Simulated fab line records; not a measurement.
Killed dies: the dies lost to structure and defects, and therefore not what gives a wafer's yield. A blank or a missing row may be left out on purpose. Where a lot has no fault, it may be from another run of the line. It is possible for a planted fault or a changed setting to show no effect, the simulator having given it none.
fab line records / flow sky130
record: lots: 5 wafers: 15 last_day: 50
route steps=708 shown FIELD_ISO@6 PAD_OPEN@708
lots that met no fault: taken from a fault-free run of the same line
start_h: the number of hours between the record's first day and the start of the first shown wafer of the lot / wait_h: how many hours have passed since the lot's step before this one / " repeats the value in the row above / L1.1+2: one row covering several wafers at once / - no value, or no start given / * or withheld: withheld / < > ~ a bound
route shown NAME@n: names a module that has steps shown in the file, with the first one's number in the route / usual: mean/standard deviation taken from wafers without a fault / same: alike in all rows / chamber/n: place in a boat / sites: readings site by site / _std_site: standard deviation of those values / _edge_site: outer sites' mean less inner sites' / radius_mm: for every site, how far away it sits from the centre of the wafer / mask NAME#n: copy n / behind: the last tool/chamber to shape the wafer / hold: why the lot went on hold/how many hours it stayed there/how the hold came to an end / device: which transistor (n, p or np) failed to switch / end of line: the route-end tests of the same wafers / a step without rows: its recipe alone / killed: the dies lost at the first sort to structure and to defects; this is not the yield of the wafer / map: shows each die of a wafer: x if killed, . if not, _ if none is there
set.NAME: the setting that was run; set.NAME@STEP: the one run at that earlier step / model.NAME: the simulator's own value behind a step, which no gauge read
lots at selected steps of the route; one table per step, one row per wafer
services: from which hour (start_h, from the record's first day; less than 0 if before it) a tool's chamber was out of use, for how many hours, and why
== steps ==
step: SKY_FIELD_ISO_DEHYDRATE_05
recipe: temp_c: 200 time_s: 60
step: SKY_FIELD_ISO_HMDS_06
recipe: prime_time_s: 60 prime_temp_c: 120
step: SKY_FIELD_ISO_COAT_07
recipe: resist: BARC temp_c: withheld time_s: withheld spin_rpm: 3000 resist_thk_nm: 60
step: SKY_FIELD_ISO_COAT_08
recipe: resist: KrF-thick spin_rpm: 3000 resist_thk_nm: 450
step: SKY_FIELD_ISO_SOFTBAKE_09
recipe: temp_c: 100 time_s: 90 resist: KrF-thick
step: SKY_FIELD_ISO_EXPOSE_10
recipe: mask_id: FOM na: 0.68 source_shape: annular sigma_inner: 0.4 sigma_outer: 0.8 target_cd_nm: 150 dose_mj: 28
step: SKY_FIELD_ISO_PEB_11
recipe: peb_temp_c: withheld peb_time_s: withheld resist: KrF-thick
step: SKY_FIELD_ISO_DEVELOP_12
recipe: develop_time_s: 60 resist: KrF-thick dev_temp_c: 21
step: SKY_FIELD_ISO_CD_MEAS_13
recipe: target_cd_nm: 150
usual: cd_nm: 150.1/1.7
lot.wafer=L354.2 tool=cd_sem-02 chamber=- start_h=34.11 wait_h=- cd_nm=153.3
lot.wafer=L354.3 tool=cd_sem-02 chamber=- start_h=34.11 wait_h=- cd_nm=150.6
lot.wafer=L354.5 tool=cd_sem-02 chamber=- start_h=34.11 wait_h=- cd_nm=150.7
lot.wafer=L360.2 tool=cd_sem-01 chamber=- start_h=65.71 wait_h=- cd_nm=147.9
lot.wafer=L360.4 tool=cd_sem-01 chamber=- start_h=65.71 wait_h=- cd_nm=150.7
lot.wafer=L360.6 tool=cd_sem-01 chamber=- start_h=65.71 wait_h=- cd_nm=150.4
lot.wafer=L369.1 tool=cd_sem-01 chamber=- start_h=114.44 wait_h=- cd_nm=147.4
lot.wafer=L369.2 tool=cd_sem-01 chamber=- start_h=114.44 wait_h=- cd_nm=146.5
lot.wafer=L369.5 tool=cd_sem-01 chamber=- start_h=114.44 wait_h=- cd_nm=147.3
lot.wafer=L375.2 tool=cd_sem-02 chamber=- start_h=143.76 wait_h=- cd_nm=150.8
lot.wafer=L375.3 tool=cd_sem-02 chamber=- start_h=143.76 wait_h=- cd_nm=150.4
lot.wafer=L375.4 tool=cd_sem-02 chamber=- start_h=143.76 wait_h=- cd_nm=149.0
lot.wafer=L376.1 tool=cd_sem-02 chamber=- start_h=147.69 wait_h=- cd_nm=151.6
lot.wafer=L376.2 tool=cd_sem-02 chamber=- start_h=147.69 wait_h=- cd_nm=151.5
lot.wafer=L376.6 tool=cd_sem-02 chamber=- start_h=147.69 wait_h=- cd_nm=149.9
step: SKY_FIELD_ISO_ETCH_14
recipe: chemistry: N2/H2 target: BARC ion_energy_ev: 200 source_w: 500 bias_w: 100 pressure_mtorr: 30 n2_flow_sccm: 100 h2_flow_sccm: 200 stop_on: SiO2 time_s: 45.9 target_depth_a: 600
usual: drypump_motor_current_A: 5.9/0.47 oes_product_au: 0.853/0.0046 run_length_s: 74.3/0.36 throttle_valve_pct: 13.225/0.0092
lot.wafer=L354.2 tool=rie_diel-03 chamber=3 start_h=34.21 wait_h=0.1 drypump_motor_current_A=6.4 oes_product_au=0.860 rf_hours_counter_h=28 run_length_s=75.2 throttle_valve_pct=13.217
lot.wafer=L354.3 tool=rie_diel-03 chamber=1 start_h=34.21 wait_h=0.1 drypump_motor_current_A=6.6 oes_product_au=0.865 rf_hours_counter_h=51 run_length_s=74.3 throttle_valve_pct=13.222
lot.wafer=L354.5 tool=rie_diel-03 chamber=1 start_h=34.21 wait_h=0.1 drypump_motor_current_A=6.7 oes_product_au=0.857 rf_hours_counter_h=- run_length_s=74.0 throttle_valve_pct=13.234
lot.wafer=L360.2 tool=rie_diel-04 chamber=0 start_h=65.81 wait_h=0.1 drypump_motor_current_A=6.1 oes_product_au=0.848 rf_hours_counter_h=0 run_length_s=73.8 throttle_valve_pct=13.222
lot.wafer=L360.4 tool=rie_diel-04 chamber=3 start_h=65.81 wait_h=0.1 drypump_motor_current_A=5.2 oes_product_au=0.848 rf_hours_counter_h=143 run_length_s=74.8 throttle_valve_pct=13.227
lot.wafer=L360.6 tool=rie_diel-04 chamber=1 start_h=65.81 wait_h=0.1 drypump_motor_current_A=5.0 oes_product_au=0.843 rf_hours_counter_h=- run_length_s=74.4 throttle_valve_pct=13.216
lot.wafer=L369.1 tool=rie_diel-04 chamber=0 start_h=114.56 wait_h=0.1 drypump_motor_current_A=6.1 oes_product_au=0.854 rf_hours_counter_h=1 run_length_s=74.1 throttle_valve_pct=13.211
lot.wafer=L369.2 tool=rie_diel-04 chamber=1 start_h=114.56 wait_h=0.1 drypump_motor_current_A=5.0 oes_product_au=0.849 rf_hours_counter_h=4 run_length_s=74.0 throttle_valve_pct=13.237
lot.wafer=L369.5 tool=rie_diel-04 chamber=0 start_h=114.56 wait_h=0.1 drypump_motor_current_A=6.1 oes_product_au=0.850 rf_hours_counter_h=- run_length_s=73.8 throttle_valve_pct=13.206
lot.wafer=L375.2 tool=rie_diel-04 chamber=2 start_h=143.86 wait_h=0.1 drypump_motor_current_A=5.9 oes_product_au=0.857 rf_hours_counter_h=20 run_length_s=74.0 throttle_valve_pct=13.228
lot.wafer=L375.3 tool=rie_diel-04 chamber=0 start_h=143.86 wait_h=0.1 drypump_motor_current_A=6.1 oes_product_au=0.858 rf_hours_counter_h=1 run_length_s=74.2 throttle_valve_pct=13.222
lot.wafer=L375.4 tool=rie_diel-04 chamber=1 start_h=143.86 wait_h=0.1 drypump_motor_current_A=5.1 oes_product_au=0.851 rf_hours_counter_h=4 run_length_s=73.8 throttle_valve_pct=13.241
lot.wafer=L376.1 tool=rie_diel-01 chamber=2 start_h=147.81 wait_h=0.1 drypump_motor_current_A=5.9 oes_product_au=0.850 rf_hours_counter_h=1 run_length_s=73.9 throttle_valve_pct=13.220
lot.wafer=L376.2 tool=rie_diel-01 chamber=0 start_h=147.81 wait_h=0.1 drypump_motor_current_A=6.2 oes_product_au=0.849 rf_hours_counter_h=5 run_length_s=74.5 throttle_valve_pct=13.230
lot.wafer=L376.6 tool=rie_diel-01 chamber=1 start_h=147.81 wait_h=0.1 drypump_motor_current_A=6.5 oes_product_au=0.848 rf_hours_counter_h=- run_length_s=74.9 throttle_valve_pct=13.219
step: SKY_FIELD_ISO_ETCH_15
recipe: chemistry: CHF3/O2 target_depth_nm: 180 stop_on: Si source_w: 600 bias_w: 200 pressure_mtorr: 40 chf3_flow_sccm: 50 O2_flow_sccm: 5 time_s: 72
usual: drypump_motor_current_A: 5.9/0.47 oes_product_au: 0.948/0.0068 run_length_s: 100.4/0.36 throttle_valve_pct: 8.845/0.0092
lot.wafer=L354.2 tool=rie_diel-03 chamber=3 start_h=34.26 wait_h=0.0 drypump_motor_current_A=6.4 oes_product_au=0.958 rf_hours_counter_h=28 run_length_s=100.6 throttle_valve_pct=8.844
lot.wafer=L354.3 tool=rie_diel-03 chamber=1 start_h=34.26 wait_h=0.0 drypump_motor_current_A=6.6 oes_product_au=0.955 rf_hours_counter_h=51 run_length_s=100.3 throttle_valve_pct=8.845
lot.wafer=L354.5 tool=rie_diel-03 chamber=1 start_h=34.26 wait_h=0.0 drypump_motor_current_A=6.6 oes_product_au=0.955 rf_hours_counter_h=- run_length_s=100.3 throttle_valve_pct=8.855
lot.wafer=L360.2 tool=rie_diel-04 chamber=0 start_h=65.85 wait_h=0.0 drypump_motor_current_A=6.1 oes_product_au=0.950 rf_hours_counter_h=0 run_length_s=100.2 throttle_valve_pct=8.844
lot.wafer=L360.4 tool=rie_diel-04 chamber=3 start_h=65.85 wait_h=0.0 drypump_motor_current_A=5.2 oes_product_au=0.946 rf_hours_counter_h=143 run_length_s=100.3 throttle_valve_pct=8.839
lot.wafer=L360.6 tool=rie_diel-04 chamber=1 start_h=65.85 wait_h=0.0 drypump_motor_current_A=5.0 oes_product_au=0.951 rf_hours_counter_h=- run_length_s=99.9 throttle_valve_pct=8.852
lot.wafer=L369.1 tool=rie_diel-04 chamber=0 start_h=114.60 wait_h=0.0 drypump_motor_current_A=6.1 oes_product_au=0.950 rf_hours_counter_h=1 run_length_s=100.1 throttle_valve_pct=8.843
lot.wafer=L369.2 tool=rie_diel-04 chamber=1 start_h=114.60 wait_h=0.0 drypump_motor_current_A=5.0 oes_product_au=0.952 rf_hours_counter_h=4 run_length_s=100.1 throttle_valve_pct=8.849
lot.wafer=L369.5 tool=rie_diel-04 chamber=0 start_h=114.60 wait_h=0.0 drypump_motor_current_A=6.1 oes_product_au=0.956 rf_hours_counter_h=- run_length_s=99.8 throttle_valve_pct=8.854
lot.wafer=L375.2 tool=rie_diel-04 chamber=2 start_h=143.90 wait_h=0.0 drypump_motor_current_A=5.9 oes_product_au=0.944 rf_hours_counter_h=20 run_length_s=100.5 throttle_valve_pct=8.848
lot.wafer=L375.3 tool=rie_diel-04 chamber=0 start_h=143.90 wait_h=0.0 drypump_motor_current_A=6.0 oes_product_au=0.955 rf_hours_counter_h=1 run_length_s=100.1 throttle_valve_pct=8.838
lot.wafer=L375.4 tool=rie_diel-04 chamber=1 start_h=143.90 wait_h=0.0 drypump_motor_current_A=5.0 oes_product_au=0.945 rf_hours_counter_h=4 run_length_s=100.1 throttle_valve_pct=8.851
lot.wafer=L376.1 tool=rie_diel-01 chamber=2 start_h=147.85 wait_h=0.0 drypump_motor_current_A=5.9 oes_product_au=0.949 rf_hours_counter_h=1 run_length_s=100.0 throttle_valve_pct=8.836
lot.wafer=L376.2 tool=rie_diel-01 chamber=0 start_h=147.85 wait_h=0.0 drypump_motor_current_A=6.2 oes_product_au=0.946 rf_hours_counter_h=5 run_length_s=100.6 throttle_valve_pct=8.853
lot.wafer=L376.6 tool=rie_diel-01 chamber=1 start_h=147.85 wait_h=0.0 drypump_motor_current_A=6.5 oes_product_au=0.943 rf_hours_counter_h=- run_length_s=100.5 throttle_valve_pct=8.850
step: SKY_FIELD_ISO_STRIP_16
recipe: chemistry: O2/N2 power_w: 1400 pressure_mtorr: 1500 platen_temp_c: withheld o2_flow_sccm: 3000 n2_flow_sccm: 300 overash_fraction: 0.5
usual: drypump_motor_current_A: 6.01/0.29 oes_product_au: 0.378/0.0049 strip_time_to_endpoint_s: 3.55/0.048
lot.wafer=L354.2 tool=plasma_asher-02 chamber=0 start_h=34.31 wait_h=0.0 drypump_motor_current_A=6.07 oes_product_au=0.380 rf_hours_counter_h=22 strip_time_to_endpoint_s=3.54
lot.wafer=L354.3 tool=plasma_asher-02 chamber=1 start_h=34.31 wait_h=0.0 drypump_motor_current_A=6.33 oes_product_au=0.372 rf_hours_counter_h=- strip_time_to_endpoint_s=3.55
lot.wafer=L354.5 tool=plasma_asher-02 chamber=1 start_h=34.31 wait_h=0.0 drypump_motor_current_A=6.33 oes_product_au=0.371 rf_hours_counter_h=- strip_time_to_endpoint_s=3.54
lot.wafer=L360.2 tool=plasma_asher-04 chamber=0 start_h=65.91 wait_h=0.0 drypump_motor_current_A=6.24 oes_product_au=0.377 rf_hours_counter_h=38 strip_time_to_endpoint_s=3.49
lot.wafer=L360.4 tool=plasma_asher-04 chamber=1 start_h=65.91 wait_h=0.0 drypump_motor_current_A=6.11 oes_product_au=0.391 rf_hours_counter_h=- strip_time_to_endpoint_s=3.63
lot.wafer=L360.6 tool=plasma_asher-04 chamber=1 start_h=65.91 wait_h=0.0 drypump_motor_current_A=6.12 oes_product_au=0.371 rf_hours_counter_h=- strip_time_to_endpoint_s=3.49
lot.wafer=L369.1 tool=plasma_asher-02 chamber=1 start_h=114.66 wait_h=0.0 drypump_motor_current_A=6.35 oes_product_au=0.376 rf_hours_counter_h=31 strip_time_to_endpoint_s=3.54
lot.wafer=L369.2 tool=plasma_asher-02 chamber=0 start_h=114.66 wait_h=0.0 drypump_motor_current_A=6.06 oes_product_au=0.377 rf_hours_counter_h=31 strip_time_to_endpoint_s=3.54
lot.wafer=L369.5 tool=plasma_asher-02 chamber=0 start_h=114.66 wait_h=0.0 drypump_motor_current_A=6.10 oes_product_au=0.372 rf_hours_counter_h=- strip_time_to_endpoint_s=3.53
lot.wafer=L375.2 tool=plasma_asher-01 chamber=0 start_h=143.96 wait_h=0.0 drypump_motor_current_A=5.81 oes_product_au=0.373 rf_hours_counter_h=45 strip_time_to_endpoint_s=3.51
lot.wafer=L375.3 tool=plasma_asher-01 chamber=0 start_h=143.96 wait_h=0.0 drypump_motor_current_A=5.83 oes_product_au=0.374 rf_hours_counter_h=- strip_time_to_endpoint_s=3.54
lot.wafer=L375.4 tool=plasma_asher-01 chamber=1 start_h=143.96 wait_h=0.0 drypump_motor_current_A=5.47 oes_product_au=0.376 rf_hours_counter_h=- strip_time_to_endpoint_s=3.54
lot.wafer=L376.1 tool=plasma_asher-01 chamber=1 start_h=147.91 wait_h=0.0 drypump_motor_current_A=5.47 oes_product_au=0.385 rf_hours_counter_h=46 strip_time_to_endpoint_s=3.52
lot.wafer=L376.2 tool=plasma_asher-01 chamber=0 start_h=147.91 wait_h=0.0 drypump_motor_current_A=5.82 oes_product_au=0.372 rf_hours_counter_h=46 strip_time_to_endpoint_s=3.49
lot.wafer=L376.6 tool=plasma_asher-01 chamber=0 start_h=147.91 wait_h=0.0 drypump_motor_current_A=5.82 oes_product_au=0.380 rf_hours_counter_h=- strip_time_to_endpoint_s=3.49
step: SKY_FIELD_ISO_ETCH_17
recipe: target_depth_a: 3420 mask_material: Si3N4 chemistry: HBr/Cl2/O2 target: Si taper_deg: 5 icp_w: 600 bias_w: 150 pressure_mtorr: 15 HBr_flow_sccm: 150 Cl2_flow_sccm: 40 O2_flow_sccm: 6 time_s: 97.7
usual: drypump_motor_current_A: 5.8/0.5 mfc_cl2_sccm: 39.99/0.12 oes_product_au: 1.003/0.015 run_length_s: 125.9/0.39 throttle_valve_pct: 25.653/0.014
lot.wafer=L354.2 tool=rie_si-01 chamber=3 start_h=34.41 wait_h=0.1 drypump_motor_current_A=5.6 mfc_cl2_sccm=39.75 oes_product_au=1.009 rf_hours_counter_h=19 run_length_s=125.6 throttle_valve_pct=25.646
lot.wafer=L354.3 tool=rie_si-01 chamber=0 start_h=34.41 wait_h=0.1 drypump_motor_current_A=5.7 mfc_cl2_sccm=39.87 oes_product_au=1.019 rf_hours_counter_h=56 run_length_s=125.7 throttle_valve_pct=25.650
lot.wafer=L354.5 tool=rie_si-01 chamber=0 start_h=34.41 wait_h=0.1 drypump_motor_current_A=5.7 mfc_cl2_sccm=40.08 oes_product_au=1.013 rf_hours_counter_h=- run_length_s=125.7 throttle_valve_pct=25.634
lot.wafer=L360.2 tool=rie_si-02 chamber=0 start_h=66.01 wait_h=0.1 drypump_motor_current_A=5.3 mfc_cl2_sccm=40.03 oes_product_au=1.007 rf_hours_counter_h=4 run_length_s=125.9 throttle_valve_pct=25.636
lot.wafer=L360.4 tool=rie_si-02 chamber=2 start_h=66.01 wait_h=0.1 drypump_motor_current_A=6.0 mfc_cl2_sccm=40.04 oes_product_au=0.993 rf_hours_counter_h=2 run_length_s=126.2 throttle_valve_pct=25.673
lot.wafer=L360.6 tool=rie_si-02 chamber=0 start_h=66.01 wait_h=0.1 drypump_motor_current_A=5.3 mfc_cl2_sccm=40.09 oes_product_au=1.014 rf_hours_counter_h=- run_length_s=125.8 throttle_valve_pct=25.641
lot.wafer=L369.1 tool=rie_si-02 chamber=1 start_h=114.76 wait_h=0.1 drypump_motor_current_A=4.8 mfc_cl2_sccm=39.76 oes_product_au=0.997 rf_hours_counter_h=123 run_length_s=128.7 throttle_valve_pct=25.658
lot.wafer=L369.2 tool=rie_si-02 chamber=3 start_h=114.76 wait_h=0.1 drypump_motor_current_A=6.1 mfc_cl2_sccm=40.01 oes_product_au=0.983 rf_hours_counter_h=12 run_length_s=126.0 throttle_valve_pct=25.663
lot.wafer=L369.5 tool=rie_si-02 chamber=3 start_h=114.76 wait_h=0.1 drypump_motor_current_A=6.0 mfc_cl2_sccm=39.92 oes_product_au=0.975 rf_hours_counter_h=- run_length_s=126.2 throttle_valve_pct=25.655
lot.wafer=L375.2 tool=rie_si-01 chamber=3 start_h=144.06 wait_h=0.1 drypump_motor_current_A=5.6 mfc_cl2_sccm=40.00 oes_product_au=1.010 rf_hours_counter_h=20 run_length_s=125.4 throttle_valve_pct=25.630
lot.wafer=L375.3 tool=rie_si-01 chamber=1 start_h=144.06 wait_h=0.1 drypump_motor_current_A=5.9 mfc_cl2_sccm=39.99 oes_product_au=1.007 rf_hours_counter_h=127 run_length_s=126.0 throttle_valve_pct=25.645
lot.wafer=L375.4 tool=rie_si-01 chamber=2 start_h=144.06 wait_h=0.1 drypump_motor_current_A=6.6 mfc_cl2_sccm=39.93 oes_product_au=1.015 rf_hours_counter_h=19 run_length_s=125.0 throttle_valve_pct=25.638
lot.wafer=L376.1 tool=rie_si-01 chamber=3 start_h=148.01 wait_h=0.1 drypump_motor_current_A=5.6 mfc_cl2_sccm=40.02 oes_product_au=1.005 rf_hours_counter_h=20 run_length_s=125.5 throttle_valve_pct=25.661
lot.wafer=L376.2 tool=rie_si-01 chamber=0 start_h=148.01 wait_h=0.1 drypump_motor_current_A=5.7 mfc_cl2_sccm=39.82 oes_product_au=1.009 rf_hours_counter_h=57 run_length_s=125.7 throttle_valve_pct=25.663
lot.wafer=L376.6 tool=rie_si-01 chamber=0 start_h=148.01 wait_h=0.1 drypump_motor_current_A=5.7 mfc_cl2_sccm=39.91 oes_product_au=1.011 rf_hours_counter_h=- run_length_s=126.3 throttle_valve_pct=25.654
step: SKY_FIELD_ISO_WET_ETCH_18
recipe: chemistry: H3PO4 target_depth_nm: 25 temp_c: 160 target: Si3N4 time_s: 286
step: SKY_PAD_OPEN_PROBE_99
usual: killed_at_M0_to_M3: 43/6.8 killed_at_M4_up: 3.3/2.1 killed_at_contacts: 24/5 killed_at_front_end: 15/4.4 killed_at_other: 0.3/0.57 killed_dies: 86/9.7 killed_open: 47/7.3 killed_short: 39/6.1
same: gross_dies: 492 killed_at_back_side: 0
lot.wafer=L354.2 tool=prober-01 chamber=- start_h=1082.95 wait_h=0.1 killed_at_M0_to_M3=40 killed_at_M4_up=2 killed_at_contacts=32 killed_at_front_end=21 killed_at_other=0 killed_dies=95 killed_open=49 killed_short=45
lot.wafer=L354.3 tool=prober-01 chamber=- start_h=1083.00 wait_h=0.2 killed_at_M0_to_M3=37 killed_at_M4_up=4 killed_at_contacts=23 killed_at_front_end=17 killed_at_other=2 killed_dies=83 killed_open=48 killed_short=32
lot.wafer=L354.5 tool=prober-01 chamber=- start_h=1083.10 wait_h=0.2 killed_at_M0_to_M3=46 killed_at_M4_up=2 killed_at_contacts=27 killed_at_front_end=8 killed_at_other=0 killed_dies=83 killed_open=47 killed_short=36
lot.wafer=L360.2 tool=prober-01 chamber=- start_h=1128.82 wait_h=0.1 killed_at_M0_to_M3=43 killed_at_M4_up=4 killed_at_contacts=18 killed_at_front_end=12 killed_at_other=0 killed_dies=77 killed_open=35 killed_short=41
lot.wafer=L360.4 tool=prober-01 chamber=- start_h=1128.92 wait_h=0.2 killed_at_M0_to_M3=42 killed_at_M4_up=2 killed_at_contacts=18 killed_at_front_end=18 killed_at_other=0 killed_dies=80 killed_open=42 killed_short=37
lot.wafer=L360.6 tool=prober-01 chamber=- start_h=1129.02 wait_h=0.2 killed_at_M0_to_M3=39 killed_at_M4_up=1 killed_at_contacts=21 killed_at_front_end=7 killed_at_other=0 killed_dies=68 killed_open=43 killed_short=25
lot.wafer=L369.1 tool=prober-02 chamber=- start_h=1175.36 wait_h=0.1 killed_at_M0_to_M3=48 killed_at_M4_up=2 killed_at_contacts=30 killed_at_front_end=10 killed_at_other=0 killed_dies=90 killed_open=52 killed_short=38
lot.wafer=L369.2 tool=prober-02 chamber=- start_h=1175.41 wait_h=0.1 killed_at_M0_to_M3=39 killed_at_M4_up=5 killed_at_contacts=20 killed_at_front_end=16 killed_at_other=0 killed_dies=80 killed_open=42 killed_short=38
lot.wafer=L369.5 tool=prober-02 chamber=- start_h=1175.56 wait_h=0.2 killed_at_M0_to_M3=57 killed_at_M4_up=3 killed_at_contacts=22 killed_at_front_end=20 killed_at_other=0 killed_dies=102 killed_open=54 killed_short=48
lot.wafer=L375.2 tool=prober-02 chamber=- start_h=1204.08 wait_h=0.1 killed_at_M0_to_M3=47 killed_at_M4_up=3 killed_at_contacts=26 killed_at_front_end=17 killed_at_other=0 killed_dies=93 killed_open=46 killed_short=47
lot.wafer=L375.3 tool=prober-02 chamber=- start_h=1204.13 wait_h=0.2 killed_at_M0_to_M3=43 killed_at_M4_up=0 killed_at_contacts=27 killed_at_front_end=10 killed_at_other=0 killed_dies=80 killed_open=36 killed_short=44
lot.wafer=L375.4 tool=prober-02 chamber=- start_h=1204.18 wait_h=0.2 killed_at_M0_to_M3=40 killed_at_M4_up=1 killed_at_contacts=31 killed_at_front_end=19 killed_at_other=0 killed_dies=91 killed_open=50 killed_short=41
lot.wafer=L376.1 tool=prober-01 chamber=- start_h=1206.46 wait_h=0.1 killed_at_M0_to_M3=42 killed_at_M4_up=2 killed_at_contacts=19 killed_at_front_end=22 killed_at_other=0 killed_dies=85 killed_open=41 killed_short=43
lot.wafer=L376.2 tool=prober-01 chamber=- start_h=1206.51 wait_h=0.1 killed_at_M0_to_M3=43 killed_at_M4_up=1 killed_at_contacts=31 killed_at_front_end=17 killed_at_other=0 killed_dies=92 killed_open=47 killed_short=43
lot.wafer=L376.6 tool=prober-01 chamber=- start_h=1206.71 wait_h=0.2 killed_at_M0_to_M3=38 killed_at_M4_up=0 killed_at_contacts=26 killed_at_front_end=21 killed_at_other=1 killed_dies=86 killed_open=47 killed_short=38
killed by level:class
L354.2 CONTACT:geometric_particle:open=11 LI_CONTACT:geometric_particle:open=11 VIA1:geometric_particle:short=8 FIELD_ISO:geometric_particle:open=6 VIA3:geometric_particle:open=6 VIA1:geometric_particle:open=6 METAL2:geometric_particle:short=6 FIELD_ISO:geometric_particle:short=5
L354.3 VIA1:geometric_particle:open=10 LI_CONTACT:geometric_particle:open=9 CONTACT:geometric_particle:open=9 VIA1:geometric_particle:short=7 FIELD_ISO:geometric_particle:open=5 VIA2:geometric_particle:open=5 METAL1:geometric_particle:short=4 FIELD_ISO:geometric_particle:short=3
L354.5 VIA1:geometric_particle:open=13 CONTACT:geometric_particle:open=11 VIA3:geometric_particle:open=6 VIA1:geometric_particle:short=5 VIA2:geometric_particle:open=5 POLY_GATE:geometric_particle:open=4 LI_CONTACT:geometric_particle:short=4 LI_CONTACT:geometric_particle:open=4
L360.2 CONTACT:geometric_particle:open=6 METAL2:geometric_particle:short=6 VIA2:geometric_particle:short=6 VIA3:geometric_particle:open=5 METAL1:geometric_particle:short=5 FIELD_ISO:geometric_particle:open=4 LI_CONTACT:geometric_particle:short=4 LOCAL_INTERCONNECT:geometric_particle:short=4
L360.4 LI_CONTACT:geometric_particle:open=7 VIA1:geometric_particle:open=7 VIA2:geometric_particle:open=7 POLY_GATE:geometric_particle:short=6 VIA3:geometric_particle:open=6 VIA2:geometric_particle:short=6 POLY_GATE:geometric_particle:open=5 METAL1:geometric_particle:short=5
L360.6 CONTACT:geometric_particle:open=11 VIA3:geometric_particle:open=9 VIA2:geometric_particle:open=7 VIA1:geometric_particle:open=6 LOCAL_INTERCONNECT:geometric_particle:short=4 METAL2:geometric_particle:short=4 FIELD_ISO:geometric_particle:open=3 VIA2:geometric_particle:short=3
L369.1 VIA1:geometric_particle:open=15 VIA3:geometric_particle:open=11 LI_CONTACT:geometric_particle:open=8 CONTACT:geometric_particle:open=7 VIA3:geometric_particle:short=7 CONTACT:geometric_particle:short=6 LOCAL_INTERCONNECT:geometric_particle:short=5 POLY_GATE:geometric_particle:short=3
L369.2 FIELD_ISO:geometric_particle:open=7 VIA3:geometric_particle:open=7 CONTACT:geometric_particle:open=6 METAL3:geometric_particle:short=5 LI_CONTACT:geometric_particle:open=5 VIA1:geometric_particle:open=5 VIA1:geometric_particle:short=5 POLY_GATE:geometric_particle:open=4
L369.5 VIA1:geometric_particle:open=11 VIA3:geometric_particle:open=10 METAL1:geometric_particle:short=9 VIA2:geometric_particle:open=9 METAL2:geometric_particle:short=6 LI_CONTACT:geometric_particle:open=5 CONTACT:geometric_particle:open=5 VIA1:geometric_particle:short=5
L375.2 CONTACT:geometric_particle:open=8 LI_CONTACT:geometric_particle:open=7 CONTACT:geometric_particle:short=7 VIA1:geometric_particle:open=7 VIA2:geometric_particle:open=7 VIA3:geometric_particle:open=7 POLY_GATE:geometric_particle:short=5 VIA3:geometric_particle:short=5
L375.3 VIA1:geometric_particle:short=9 CONTACT:geometric_particle:short=7 CONTACT:geometric_particle:open=7 LOCAL_INTERCONNECT:geometric_particle:short=6 VIA1:geometric_particle:open=6 VIA2:geometric_particle:open=6 FIELD_ISO:geometric_particle:open=5 LI_CONTACT:geometric_particle:open=5
L375.4 LI_CONTACT:geometric_particle:open=14 VIA2:geometric_particle:short=9 VIA1:geometric_particle:open=8 FIELD_ISO:geometric_particle:open=7 CONTACT:geometric_particle:open=6 CONTACT:geometric_particle:short=5 VIA3:geometric_particle:open=5 METAL2:geometric_particle:short=4
L376.1 VIA3:geometric_particle:open=9 CONTACT:geometric_particle:open=9 METAL1:geometric_particle:short=9 FIELD_ISO:geometric_particle:short=8 VIA1:geometric_particle:open=6 VIA2:geometric_particle:open=6 POLY_GATE:geometric_particle:short=5 POLY_GATE:geometric_particle:open=5
L376.2 CONTACT:geometric_particle:open=13 CONTACT:geometric_particle:short=9 VIA1:geometric_particle:open=8 FIELD_ISO:geometric_particle:short=7 VIA3:geometric_particle:short=6 LI_CONTACT:geometric_particle:open=6 VIA2:geometric_particle:open=6 METAL1:geometric_particle:short=5
L376.6 LI_CONTACT:geometric_particle:open=9 VIA1:geometric_particle:open=9 CONTACT:geometric_particle:open=7 VIA2:geometric_particle:short=6 VIA3:geometric_particle:open=5 METAL1:geometric_particle:short=5 POLY_GATE:geometric_particle:open=4 LOCAL_INTERCONNECT:geometric_particle:short=4
== services ==
tool=rie_diel-04 chamber=3 start_h=27.25 hours=12.4 kind=repair
tool=rie_diel-03 chamber=2 start_h=36.42 hours=2.9 kind=repair
tool=rie_diel-03 chamber=0 start_h=38.06 hours=2.7 kind=repair
tool=rie_diel-04 chamber=0 start_h=39.61 hours=- kind=clean
tool=rie_diel-04 chamber=0 start_h=39.61 hours=18.7 kind=scheduled_down
tool=rie_diel-04 chamber=0 start_h=39.61 hours=18.7 kind=vent_cycle
tool=plasma_asher-04 chamber=- start_h=40.75 hours=1.9 kind=repair
tool=rie_diel-03 chamber=- start_h=67.03 hours=1.4 kind=repair
tool=rie_diel-01 chamber=2 start_h=79.96 hours=- kind=clean
tool=rie_diel-01 chamber=2 start_h=79.96 hours=21.5 kind=scheduled_down
tool=rie_diel-01 chamber=2 start_h=79.96 hours=21.5 kind=vent_cycle
tool=rie_si-01 chamber=0 start_h=80.70 hours=5.7 kind=repair
tool=rie_diel-01 chamber=- start_h=99.12 hours=0.4 kind=repair
tool=rie_si-01 chamber=- start_h=99.43 hours=2.8 kind=pm
tool=rie_diel-01 chamber=1 start_h=103.71 hours=26.3 kind=repair
tool=rie_si-02 chamber=- start_h=110.97 hours=2.8 kind=pm
tool=rie_diel-04 chamber=2 start_h=144.32 hours=12.9 kind=repair
tool=rie_si-01 chamber=2 start_h=144.59 hours=6.0 kind=repair
== key ==
first_sign: step: SKY_FIELD_ISO_ETCH_17 reading: run_length_s direction: up sigmas: 7.3 usual: * struck: *
effect none on later readings
met_at SKY_FIELD_ISO_ETCH_17
struck_wafers L369.1
tester_left_out L369
fault: kind: process_parameter_drift tool: rie_si-02 chamber: 1 onset_h: 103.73 steps: SKY_FIELD_ISO_ETCH_17 channel: time_s offset: * shape: step end_h: 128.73 acts_in: * stated: *
tester_left_out: of these lots the tester's yield and bins aren't shown, on N5 and GAA mostly nor the transistor test; their killed dies are dies lost to structure and defects alone, not to doping, threshold or leakage, so they don't give the yield
